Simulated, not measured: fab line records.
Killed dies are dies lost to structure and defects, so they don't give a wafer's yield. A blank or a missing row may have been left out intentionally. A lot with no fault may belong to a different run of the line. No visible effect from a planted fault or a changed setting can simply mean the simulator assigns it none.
fab line records / flow gf180mcu
record lots=7 wafers=21 lastDay=34
route steps=602 shown V4@477
lots untouched by any fault: they come from a run of this same line in which no faults occurred
startH: the number of hours between the record's first day and the start of the first shown wafer of the lot / waitH: how many hours have passed since the lot's step before this one / " repeats the value in the row above / L1.1+2: a row that stands for several wafers / - no value, or no start given / * or withheld: withheld / < > ~ a bound
route shown NAME@n: NAME is a module with steps in the file, n the number in the route of the first one / usual: the fault-free wafers' mean and standard deviation / same: alike in all rows / chamber/n: place in a boat / sites: each site's reading / _std_site: standard deviation of those values / _edge_site: outer sites' mean less inner sites' / radiusMm: how far each site lies from the wafer's centre / mask NAME#n: copy n / behind: the last tool/chamber to shape the wafer / hold: what put the lot on hold/how long, in hours/how the hold closed / device: transistor that didn't switch, given as n, p or np / end of line: tests run on the same wafers once the route is complete / where a step has no rows: the recipe by itself / killed: not the wafer's yield, but the dies lost to structure and defects at the first sort / map: dies across one wafer; x = killed, . = not, _ = none there
set.NAME: the setting as run; set.NAME@STEP: as run at that earlier step / model.NAME: the simulator's own value behind a step, which no gauge read
a table for each step, a row for each wafer; lots at some steps of the route
services: from which hour (startH, from the record's first day; less than 0 if before it) a tool's chamber was out of use, for how many hours, and why
## steps
# step GF_V4_THK_MEAS_01
# recipe reads=SiO2_of_V4_CVD_00
# usual V4_CVD_00_THK=599/6.7
lot.wafer=L360.1 tool=filmMetro-01 chamber=- startH=539.93 waitH=0.0 V4_CVD_00_THK[nm]=603
lot.wafer=L360.3 tool=filmMetro-01 chamber=- startH=539.93 waitH=0.0 V4_CVD_00_THK[nm]=598
lot.wafer=L360.6 tool=filmMetro-01 chamber=- startH=539.93 waitH=0.0 V4_CVD_00_THK[nm]=602
lot.wafer=L371.2 tool=filmMetro-01 chamber=- startH=627.04 waitH=0.0 V4_CVD_00_THK[nm]=594
lot.wafer=L371.4 tool=filmMetro-01 chamber=- startH=627.04 waitH=0.0 V4_CVD_00_THK[nm]=590
lot.wafer=L371.5 tool=filmMetro-01 chamber=- startH=627.04 waitH=0.0 V4_CVD_00_THK[nm]=599
lot.wafer=L372.2 tool=filmMetro-01 chamber=- startH=633.06 waitH=0.0 V4_CVD_00_THK[nm]=600
lot.wafer=L372.4 tool=filmMetro-01 chamber=- startH=633.06 waitH=0.0 V4_CVD_00_THK[nm]=598
lot.wafer=L372.5 tool=filmMetro-01 chamber=- startH=633.06 waitH=0.0 V4_CVD_00_THK[nm]=617
lot.wafer=L373.2 tool=filmMetro-01 chamber=- startH=637.30 waitH=0.0 V4_CVD_00_THK[nm]=594
lot.wafer=L373.3 tool=filmMetro-01 chamber=- startH=637.30 waitH=0.0 V4_CVD_00_THK[nm]=593
lot.wafer=L373.4 tool=filmMetro-01 chamber=- startH=637.30 waitH=0.0 V4_CVD_00_THK[nm]=593
lot.wafer=L375.2 tool=filmMetro-02 chamber=- startH=662.94 waitH=0.0 V4_CVD_00_THK[nm]=585
lot.wafer=L375.5 tool=filmMetro-02 chamber=- startH=662.94 waitH=0.0 V4_CVD_00_THK[nm]=592
lot.wafer=L375.6 tool=filmMetro-02 chamber=- startH=662.94 waitH=0.0 V4_CVD_00_THK[nm]=600
lot.wafer=L381.2 tool=filmMetro-03 chamber=- startH=696.53 waitH=0.0 V4_CVD_00_THK[nm]=597
lot.wafer=L381.3 tool=filmMetro-03 chamber=- startH=696.53 waitH=0.0 V4_CVD_00_THK[nm]=594
lot.wafer=L381.5 tool=filmMetro-03 chamber=- startH=696.53 waitH=0.0 V4_CVD_00_THK[nm]=594
lot.wafer=L380.2 tool=filmMetro-02 chamber=- startH=697.36 waitH=0.0 V4_CVD_00_THK[nm]=604
lot.wafer=L380.3 tool=filmMetro-02 chamber=- startH=697.36 waitH=0.0 V4_CVD_00_THK[nm]=596
lot.wafer=L380.6 tool=filmMetro-02 chamber=- startH=697.36 waitH=0.0 V4_CVD_00_THK[nm]=599
# step GF_V4_CVD_02
# recipe material=SiO2 targetThkNm=850 precursor=TEOS tempC=400 timeS=94.851 rfW=600
# usual heaterPowerW=650/71
lot.wafer=L360.1 tool=pecvd-04 chamber=0 startH=539.99 waitH=0.1 heaterPowerW=437
lot.wafer=L360.3 tool=pecvd-04 chamber=1 startH=539.99 waitH=0.1 heaterPowerW=592
lot.wafer=L360.6 tool=pecvd-04 chamber=0 startH=539.99 waitH=0.1 heaterPowerW=538
lot.wafer=L371.2 tool=pecvd-04 chamber=1 startH=627.09 waitH=0.0 heaterPowerW=689
lot.wafer=L371.4 tool=pecvd-04 chamber=2 startH=627.09 waitH=0.0 heaterPowerW=644
lot.wafer=L371.5 tool=pecvd-04 chamber=0 startH=627.09 waitH=0.0 heaterPowerW=525
lot.wafer=L372.2 tool=pecvd-04 chamber=2 startH=633.11 waitH=0.0 heaterPowerW=608
lot.wafer=L372.4 tool=pecvd-04 chamber=2 startH=633.11 waitH=0.0 heaterPowerW=636
lot.wafer=L372.5 tool=pecvd-04 chamber=0 startH=633.11 waitH=0.0 heaterPowerW=590
lot.wafer=L373.2 tool=pecvd-03 chamber=0 startH=637.35 waitH=0.0 heaterPowerW=710
lot.wafer=L373.3 tool=pecvd-03 chamber=1 startH=637.35 waitH=0.0 heaterPowerW=670
lot.wafer=L373.4 tool=pecvd-03 chamber=0 startH=637.35 waitH=0.0 heaterPowerW=728
lot.wafer=L375.2 tool=pecvd-02 chamber=1 startH=662.99 waitH=0.0 heaterPowerW=626
lot.wafer=L375.5 tool=pecvd-02 chamber=0 startH=662.99 waitH=0.0 heaterPowerW=572
lot.wafer=L375.6 tool=pecvd-02 chamber=2 startH=662.99 waitH=0.0 heaterPowerW=599
lot.wafer=L381.2 tool=pecvd-02 chamber=1 startH=696.58 waitH=0.0 heaterPowerW=684
lot.wafer=L381.3 tool=pecvd-02 chamber=2 startH=696.58 waitH=0.0 heaterPowerW=690
lot.wafer=L381.5 tool=pecvd-02 chamber=2 startH=696.58 waitH=0.0 heaterPowerW=725
lot.wafer=L380.2 tool=pecvd-03 chamber=2 startH=697.41 waitH=0.0 heaterPowerW=739
lot.wafer=L380.3 tool=pecvd-03 chamber=0 startH=697.41 waitH=0.0 heaterPowerW=731
lot.wafer=L380.6 tool=pecvd-03 chamber=0 startH=697.41 waitH=0.0 heaterPowerW=585
# step GF_V4_THK_MEAS_03
# recipe reads=SiO2_of_V4_CVD_02
# usual V4_CVD_02_THK=848/11
lot.wafer=L360.1 tool=filmMetro-03 chamber=- startH=540.10 waitH=0.1 V4_CVD_02_THK[nm]=823
lot.wafer=L360.3 tool=filmMetro-03 chamber=- startH=540.10 waitH=0.1 V4_CVD_02_THK[nm]=855
lot.wafer=L360.6 tool=filmMetro-03 chamber=- startH=540.10 waitH=0.1 V4_CVD_02_THK[nm]=839
lot.wafer=L371.2 tool=filmMetro-02 chamber=- startH=627.17 waitH=0.0 V4_CVD_02_THK[nm]=835
lot.wafer=L371.4 tool=filmMetro-02 chamber=- startH=627.17 waitH=0.0 V4_CVD_02_THK[nm]=860
lot.wafer=L371.5 tool=filmMetro-02 chamber=- startH=627.17 waitH=0.0 V4_CVD_02_THK[nm]=844
lot.wafer=L372.2 tool=filmMetro-03 chamber=- startH=633.19 waitH=0.0 V4_CVD_02_THK[nm]=857
lot.wafer=L372.4 tool=filmMetro-03 chamber=- startH=633.19 waitH=0.0 V4_CVD_02_THK[nm]=876
lot.wafer=L372.5 tool=filmMetro-03 chamber=- startH=633.19 waitH=0.0 V4_CVD_02_THK[nm]=846
lot.wafer=L373.2 tool=filmMetro-03 chamber=- startH=637.43 waitH=0.0 V4_CVD_02_THK[nm]=852
lot.wafer=L373.3 tool=filmMetro-03 chamber=- startH=637.43 waitH=0.0 V4_CVD_02_THK[nm]=853
lot.wafer=L373.4 tool=filmMetro-03 chamber=- startH=637.43 waitH=0.0 V4_CVD_02_THK[nm]=863
lot.wafer=L375.2 tool=filmMetro-01 chamber=- startH=663.07 waitH=0.0 V4_CVD_02_THK[nm]=843
lot.wafer=L375.5 tool=filmMetro-01 chamber=- startH=663.07 waitH=0.0 V4_CVD_02_THK[nm]=842
lot.wafer=L375.6 tool=filmMetro-01 chamber=- startH=663.07 waitH=0.0 V4_CVD_02_THK[nm]=860
lot.wafer=L381.2 tool=filmMetro-01 chamber=- startH=696.66 waitH=0.0 V4_CVD_02_THK[nm]=844
lot.wafer=L381.3 tool=filmMetro-01 chamber=- startH=696.66 waitH=0.0 V4_CVD_02_THK[nm]=838
lot.wafer=L381.5 tool=filmMetro-01 chamber=- startH=696.66 waitH=0.0 V4_CVD_02_THK[nm]=848
lot.wafer=L380.2 tool=filmMetro-03 chamber=- startH=697.49 waitH=0.0 V4_CVD_02_THK[nm]=845
lot.wafer=L380.3 tool=filmMetro-03 chamber=- startH=697.49 waitH=0.0 V4_CVD_02_THK[nm]=847
lot.wafer=L380.6 tool=filmMetro-03 chamber=- startH=697.49 waitH=0.0 V4_CVD_02_THK[nm]=862
# step GF_V4_CMP_04
# recipe material=SiO2 downForcePsi=4 platenRpm=60 padVelocityMS=0.94248
# usual headPressurePsi=3.999/0.0082 motorCurrentA=12.2/1.4 slurryFilterDpKPa=13.50/0.14 timeToEndpointS=80/5.2
lot.wafer=L360.3 tool=cmp-01 chamber=2 startH=540.16 waitH=0.0 headPressurePsi=3.994 motorCurrentA=11.6 slurryFilterDpKPa=13.45 timeToEndpointS=80
lot.wafer=L360.1 tool=cmp-01 chamber=1 startH=540.16 waitH=0.0 headPressurePsi=3.989 motorCurrentA=10.5 slurryFilterDpKPa=13.33 timeToEndpointS=70
lot.wafer=L360.6 tool=cmp-01 chamber=2 startH=540.16 waitH=0.0 headPressurePsi=4.011 motorCurrentA=11.4 slurryFilterDpKPa=13.60 timeToEndpointS=72
lot.wafer=L371.4 tool=cmp-01 chamber=1 startH=627.22 waitH=0.0 headPressurePsi=3.998 motorCurrentA=10.6 slurryFilterDpKPa=13.59 timeToEndpointS=87
lot.wafer=L371.2 tool=cmp-01 chamber=0 startH=627.22 waitH=0.0 headPressurePsi=3.988 motorCurrentA=12.9 slurryFilterDpKPa=13.69 timeToEndpointS=80
lot.wafer=L371.5 tool=cmp-01 chamber=1 startH=627.22 waitH=0.0 headPressurePsi=4.002 motorCurrentA=10.4 slurryFilterDpKPa=13.49 timeToEndpointS=83
lot.wafer=L372.2 tool=cmp-01 chamber=1 startH=633.34 waitH=0.1 headPressurePsi=4.012 motorCurrentA=10.9 slurryFilterDpKPa=13.76 timeToEndpointS=85
lot.wafer=L372.4 tool=cmp-01 chamber=2 startH=633.34 waitH=0.1 headPressurePsi=4.004 motorCurrentA=11.7 slurryFilterDpKPa=13.55 timeToEndpointS=92
lot.wafer=L372.5 tool=cmp-01 chamber=3 startH=633.34 waitH=0.1 headPressurePsi=3.993 motorCurrentA=11.6 slurryFilterDpKPa=13.72 timeToEndpointS=80
lot.wafer=L373.4 tool=cmp-02 chamber=3 startH=637.48 waitH=0.0 headPressurePsi=3.986 motorCurrentA=13.0 slurryFilterDpKPa=13.56 timeToEndpointS=86
lot.wafer=L373.2 tool=cmp-02 chamber=0 startH=637.48 waitH=0.0 headPressurePsi=3.999 motorCurrentA=13.7 slurryFilterDpKPa=13.40 timeToEndpointS=78
lot.wafer=L373.3 tool=cmp-02 chamber=2 startH=637.48 waitH=0.0 headPressurePsi=3.996 motorCurrentA=14.7 slurryFilterDpKPa=13.34 timeToEndpointS=77
lot.wafer=L375.2 tool=cmp-01 chamber=0 startH=663.29 waitH=0.2 headPressurePsi=4.003 motorCurrentA=12.5 slurryFilterDpKPa=13.59 timeToEndpointS=79
lot.wafer=L375.6 tool=cmp-01 chamber=0 startH=663.29 waitH=0.2 headPressurePsi=4.003 motorCurrentA=13.1 slurryFilterDpKPa=13.43 timeToEndpointS=90
lot.wafer=L375.5 tool=cmp-01 chamber=1 startH=663.29 waitH=0.2 headPressurePsi=4.014 motorCurrentA=10.7 slurryFilterDpKPa=13.36 timeToEndpointS=76
lot.wafer=L381.3 tool=cmp-01 chamber=0 startH=696.71 waitH=0.0 headPressurePsi=3.994 motorCurrentA=12.7 slurryFilterDpKPa=13.36 timeToEndpointS=82
lot.wafer=L381.2 tool=cmp-01 chamber=1 startH=696.71 waitH=0.0 headPressurePsi=3.990 motorCurrentA=10.1 slurryFilterDpKPa=13.57 timeToEndpointS=81
lot.wafer=L381.5 tool=cmp-01 chamber=1 startH=696.71 waitH=0.0 headPressurePsi=3.987 motorCurrentA=10.3 slurryFilterDpKPa=13.62 timeToEndpointS=81
lot.wafer=L380.3 tool=cmp-01 chamber=0 startH=697.59 waitH=0.1 headPressurePsi=3.995 motorCurrentA=12.4 slurryFilterDpKPa=13.60 timeToEndpointS=80
lot.wafer=L380.2 tool=cmp-01 chamber=1 startH=697.59 waitH=0.1 headPressurePsi=3.995 motorCurrentA=10.1 slurryFilterDpKPa=13.36 timeToEndpointS=79
lot.wafer=L380.6 tool=cmp-01 chamber=0 startH=697.59 waitH=0.1 headPressurePsi=4.003 motorCurrentA=12.0 slurryFilterDpKPa=13.63 timeToEndpointS=89
# step GF_V4_BOW_MEAS_05
# recipe mode=bow
# usual V4_BOW=134/9.9
lot.wafer=L360.1 tool=filmMetro-01 chamber=- startH=540.46 waitH=0.1 V4_BOW[um]=124
lot.wafer=L360.3 tool=filmMetro-01 chamber=- startH=540.46 waitH=0.1 V4_BOW[um]=120
lot.wafer=L360.6 tool=filmMetro-01 chamber=- startH=540.46 waitH=0.1 V4_BOW[um]=133
lot.wafer=L371.2 tool=filmMetro-02 chamber=- startH=627.54 waitH=0.1 V4_BOW[um]=137
lot.wafer=L371.4 tool=filmMetro-02 chamber=- startH=627.54 waitH=0.1 V4_BOW[um]=139
lot.wafer=L371.5 tool=filmMetro-02 chamber=- startH=627.54 waitH=0.1 V4_BOW[um]=126
lot.wafer=L372.2 tool=filmMetro-02 chamber=- startH=633.56 waitH=0.2 V4_BOW[um]=120
lot.wafer=L372.4 tool=filmMetro-02 chamber=- startH=633.56 waitH=0.2 V4_BOW[um]=136
lot.wafer=L372.5 tool=filmMetro-02 chamber=- startH=633.56 waitH=0.2 V4_BOW[um]=136
lot.wafer=L373.2 tool=filmMetro-03 chamber=- startH=637.80 waitH=0.2 V4_BOW[um]=135
lot.wafer=L373.3 tool=filmMetro-03 chamber=- startH=637.80 waitH=0.2 V4_BOW[um]=132
lot.wafer=L373.4 tool=filmMetro-03 chamber=- startH=637.80 waitH=0.2 V4_BOW[um]=145
lot.wafer=L375.2 tool=filmMetro-01 chamber=- startH=663.61 waitH=0.3 V4_BOW[um]=128
lot.wafer=L375.5 tool=filmMetro-01 chamber=- startH=663.61 waitH=0.3 V4_BOW[um]=129
lot.wafer=L375.6 tool=filmMetro-01 chamber=- startH=663.61 waitH=0.3 V4_BOW[um]=144
lot.wafer=L381.2 tool=filmMetro-02 chamber=- startH=697.03 waitH=0.2 V4_BOW[um]=147
lot.wafer=L381.3 tool=filmMetro-02 chamber=- startH=697.03 waitH=0.2 V4_BOW[um]=133
lot.wafer=L381.5 tool=filmMetro-02 chamber=- startH=697.03 waitH=0.2 V4_BOW[um]=137
lot.wafer=L380.2 tool=filmMetro-02 chamber=- startH=697.86 waitH=0.2 V4_BOW[um]=139
lot.wafer=L380.3 tool=filmMetro-02 chamber=- startH=697.86 waitH=0.2 V4_BOW[um]=127
lot.wafer=L380.6 tool=filmMetro-02 chamber=- startH=697.86 waitH=0.2 V4_BOW[um]=135
# step GF_V4_DEHYDRATE_06
# recipe tempC=200 timeS=60
# step GF_V4_HMDS_07
# recipe primeTimeS=60 primeTempC=120
# step GF_V4_COAT_08
# recipe resist=BARC tempC=withheld timeS=withheld spinRpm=withheld resistThkNm=withheld
# step GF_V4_COAT_09
# recipe resist=KrF spinRpm=withheld resistThkNm=1000
# step GF_V4_SOFTBAKE_10
# recipe tempC=130 timeS=60 resist=KrF
# step GF_V4_EXPOSE_11
# recipe maskId=Via4 targetCdNm=260 na=0.68 sourceShape=conventional sigmaOuter=0.6 doseMj=38
# step GF_V4_PEB_12
# recipe pebTempC=135 pebTimeS=87.89 resist=KrF
# step GF_V4_DEVELOP_13
# recipe developTimeS=60 resist=KrF devTempC=21
# usual chillPlateTempC=23.02/0.094 developTimeS=60/0
lot.wafer=L360.1 tool=lithoTrack-04 chamber=0 startH=562.40 waitH=0.2 chillPlateTempC=23.06 developTimeS=60 model.KrF_of_V4_COAT_09.thkNm=984.1
lot.wafer=L360.3 tool=lithoTrack-04 chamber=0 startH=562.40 waitH=0.2 chillPlateTempC=23.05 developTimeS=60 model.KrF_of_V4_COAT_09.thkNm=980.8
lot.wafer=L360.6 tool=lithoTrack-04 chamber=0 startH=562.40 waitH=0.2 chillPlateTempC=23.08 developTimeS=60 model.KrF_of_V4_COAT_09.thkNm=984.5
lot.wafer=L371.2 tool=lithoTrack-03 chamber=- startH=648.31 waitH=0.2 chillPlateTempC=- developTimeS=- model.KrF_of_V4_COAT_09.thkNm=1001
lot.wafer=L371.4 tool=lithoTrack-03 chamber=- startH=648.31 waitH=0.2 chillPlateTempC=- developTimeS=- model.KrF_of_V4_COAT_09.thkNm=1001
lot.wafer=L371.5 tool=lithoTrack-03 chamber=- startH=648.31 waitH=0.2 chillPlateTempC=- developTimeS=- model.KrF_of_V4_COAT_09.thkNm=1001
lot.wafer=L372.2 tool=lithoTrack-01 chamber=- startH=653.79 waitH=0.2 chillPlateTempC=- developTimeS=- model.KrF_of_V4_COAT_09.thkNm=1004
lot.wafer=L372.4 tool=lithoTrack-01 chamber=- startH=653.79 waitH=0.2 chillPlateTempC=- developTimeS=- model.KrF_of_V4_COAT_09.thkNm=1006
lot.wafer=L372.5 tool=lithoTrack-01 chamber=- startH=653.79 waitH=0.2 chillPlateTempC=- developTimeS=- model.KrF_of_V4_COAT_09.thkNm=1004
lot.wafer=L373.2 tool=lithoTrack-01 chamber=- startH=657.64 waitH=0.2 chillPlateTempC=- developTimeS=- model.KrF_of_V4_COAT_09.thkNm=997
lot.wafer=L373.3 tool=lithoTrack-01 chamber=- startH=657.64 waitH=0.2 chillPlateTempC=- developTimeS=- model.KrF_of_V4_COAT_09.thkNm=995.1
lot.wafer=L373.4 tool=lithoTrack-01 chamber=- startH=657.64 waitH=0.2 chillPlateTempC=- developTimeS=- model.KrF_of_V4_COAT_09.thkNm=1001
lot.wafer=L375.2 tool=lithoTrack-04 chamber=0 startH=682.48 waitH=0.2 chillPlateTempC=23.17 developTimeS=60 model.KrF_of_V4_COAT_09.thkNm=987.5
lot.wafer=L375.5 tool=lithoTrack-04 chamber=0 startH=682.48 waitH=0.2 chillPlateTempC=22.97 developTimeS=60 model.KrF_of_V4_COAT_09.thkNm=986.5
lot.wafer=L375.6 tool=lithoTrack-04 chamber=0 startH=682.48 waitH=0.2 chillPlateTempC=23.15 developTimeS=60 model.KrF_of_V4_COAT_09.thkNm=989.2
lot.wafer=L381.2 tool=lithoTrack-01 chamber=0 startH=714.74 waitH=0.2 chillPlateTempC=22.94 developTimeS=60 model.KrF_of_V4_COAT_09.thkNm=983.1
lot.wafer=L381.3 tool=lithoTrack-01 chamber=0 startH=714.74 waitH=0.2 chillPlateTempC=22.94 developTimeS=60 model.KrF_of_V4_COAT_09.thkNm=982.9
lot.wafer=L381.5 tool=lithoTrack-01 chamber=0 startH=714.74 waitH=0.2 chillPlateTempC=23.05 developTimeS=60 model.KrF_of_V4_COAT_09.thkNm=981.7
lot.wafer=L380.2 tool=lithoTrack-01 chamber=0 startH=715.99 waitH=0.2 chillPlateTempC=22.98 developTimeS=60 model.KrF_of_V4_COAT_09.thkNm=986
lot.wafer=L380.3 tool=lithoTrack-01 chamber=0 startH=715.99 waitH=0.2 chillPlateTempC=22.94 developTimeS=60 model.KrF_of_V4_COAT_09.thkNm=982.3
lot.wafer=L380.6 tool=lithoTrack-01 chamber=0 startH=715.99 waitH=0.2 chillPlateTempC=22.96 developTimeS=60 model.KrF_of_V4_COAT_09.thkNm=986.1
# step GF_V4_CD_MEAS_14
# recipe targetCdNm=260
# usual cdNm=259.8/1.2
lot.wafer=L360.1 tool=cdSem-02 chamber=- startH=562.55 waitH=0.1 cdNm=260.7
lot.wafer=L360.3 tool=cdSem-02 chamber=- startH=562.55 waitH=0.1 cdNm=261.5
lot.wafer=L360.6 tool=cdSem-02 chamber=- startH=562.55 waitH=0.1 cdNm=261.9
lot.wafer=L371.2 tool=cdSem-02 chamber=- startH=648.45 waitH=0.1 cdNm=-
lot.wafer=L371.4 tool=cdSem-02 chamber=- startH=648.45 waitH=0.1 cdNm=-
lot.wafer=L371.5 tool=cdSem-02 chamber=- startH=648.45 waitH=0.1 cdNm=-
lot.wafer=L372.2 tool=cdSem-01 chamber=- startH=653.93 waitH=0.1 cdNm=-
lot.wafer=L372.4 tool=cdSem-01 chamber=- startH=653.93 waitH=0.1 cdNm=-
lot.wafer=L372.5 tool=cdSem-01 chamber=- startH=653.93 waitH=0.1 cdNm=-
lot.wafer=L373.2 tool=cdSem-02 chamber=- startH=657.78 waitH=0.1 cdNm=-
lot.wafer=L373.3 tool=cdSem-02 chamber=- startH=657.78 waitH=0.1 cdNm=-
lot.wafer=L373.4 tool=cdSem-02 chamber=- startH=657.78 waitH=0.1 cdNm=-
lot.wafer=L375.2 tool=cdSem-02 chamber=- startH=682.62 waitH=0.1 cdNm=261.0
lot.wafer=L375.5 tool=cdSem-02 chamber=- startH=682.62 waitH=0.1 cdNm=260.5
lot.wafer=L375.6 tool=cdSem-02 chamber=- startH=682.62 waitH=0.1 cdNm=260.0
lot.wafer=L381.2 tool=cdSem-01 chamber=- startH=714.88 waitH=0.1 cdNm=259.2
lot.wafer=L381.3 tool=cdSem-01 chamber=- startH=714.88 waitH=0.1 cdNm=258.3
lot.wafer=L381.5 tool=cdSem-01 chamber=- startH=714.88 waitH=0.1 cdNm=259.4
lot.wafer=L380.2 tool=cdSem-01 chamber=- startH=716.13 waitH=0.1 cdNm=257.4
lot.wafer=L380.3 tool=cdSem-01 chamber=- startH=716.13 waitH=0.1 cdNm=259.5
lot.wafer=L380.6 tool=cdSem-01 chamber=- startH=716.13 waitH=0.1 cdNm=258.3
## services
tool=cmp-02 chamber=- startH=525.08 hours=1.7 kind=repair
tool=pecvd-04 chamber=2 startH=538.19 hours=5.3 kind=repair
tool=cmp-01 chamber=- startH=572.00 hours=4.0 kind=pm
tool=cmp-01 chamber=- startH=576.00 hours=- kind=consumableReplace:conditioner
tool=cmp-01 chamber=- startH=576.00 hours=- kind=consumableReplace:pad
tool=cmp-02 chamber=- startH=577.81 hours=0.6 kind=repair
tool=cmp-02 chamber=- startH=579.36 hours=2.0 kind=repair
tool=pecvd-03 chamber=- startH=591.12 hours=14.0 kind=pm
tool=pecvd-03 chamber=0 startH=591.12 hours=14.0 kind=ventCycle
tool=pecvd-03 chamber=1 startH=591.12 hours=14.0 kind=ventCycle
tool=pecvd-03 chamber=2 startH=591.12 hours=14.0 kind=ventCycle
tool=pecvd-02 chamber=2 startH=591.93 hours=7.0 kind=repair
tool=pecvd-03 chamber=0 startH=605.12 hours=- kind=clean
tool=cmp-02 chamber=- startH=605.14 hours=10.5 kind=pm
tool=pecvd-02 chamber=- startH=610.52 hours=2.9 kind=repair
tool=cmp-01 chamber=- startH=615.76 hours=7.2 kind=pm
tool=cmp-02 chamber=- startH=625.64 hours=9.0 kind=pm
tool=cmp-02 chamber=- startH=640.81 hours=0.7 kind=repair
tool=cmp-02 chamber=- startH=642.69 hours=4.5 kind=repair
tool=cmp-01 chamber=- startH=663.78 hours=8.6 kind=pm
tool=cmp-01 chamber=- startH=676.24 hours=1.2 kind=repair
tool=pecvd-04 chamber=- startH=696.26 hours=2.8 kind=pm
tool=cmp-02 chamber=- startH=699.47 hours=1.2 kind=repair
tool=pecvd-04 chamber=0 startH=701.41 hours=10.5 kind=repair
## key
firstSign step=GF_V4_DEVELOP_13 reading=toolRecord direction=missing
effect none on later readings
modelEffect step=GF_V4_DEVELOP_13 value=KrF_of_V4_COAT_09.thkNm without=986.3 struck=1001
metAt GF_V4_DEVELOP_13
struckWafers L371.2,L371.4,L371.5,L372.2,L372.4,L372.5,L373.2,L373.3,L373.4
laterRowsLeftOut L371.2,L371.4,L371.5,L372.2,L372.4,L372.5,L373.2,L373.3,L373.4
sortLeftOut L371.2,L371.4,L371.5,L372.2,L372.4,L372.5,L373.2,L373.3,L373.4
fault kind=skippedStepWhole tool=lithoTrack-01,lithoTrack-03 chamber=- onsetH=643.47 steps=GF_V4_DEVELOP_13 scope=struckLotsOnly
# sortLeftOut: the simulated sort isn't trusted on such a fault, so these wafers' sort isn't shown, and their yield isn't known
# laterRowsLeftOut: the simulator's readings of these wafers behind a module that went badly wrong aren't trusted and aren't shown, but for the sort
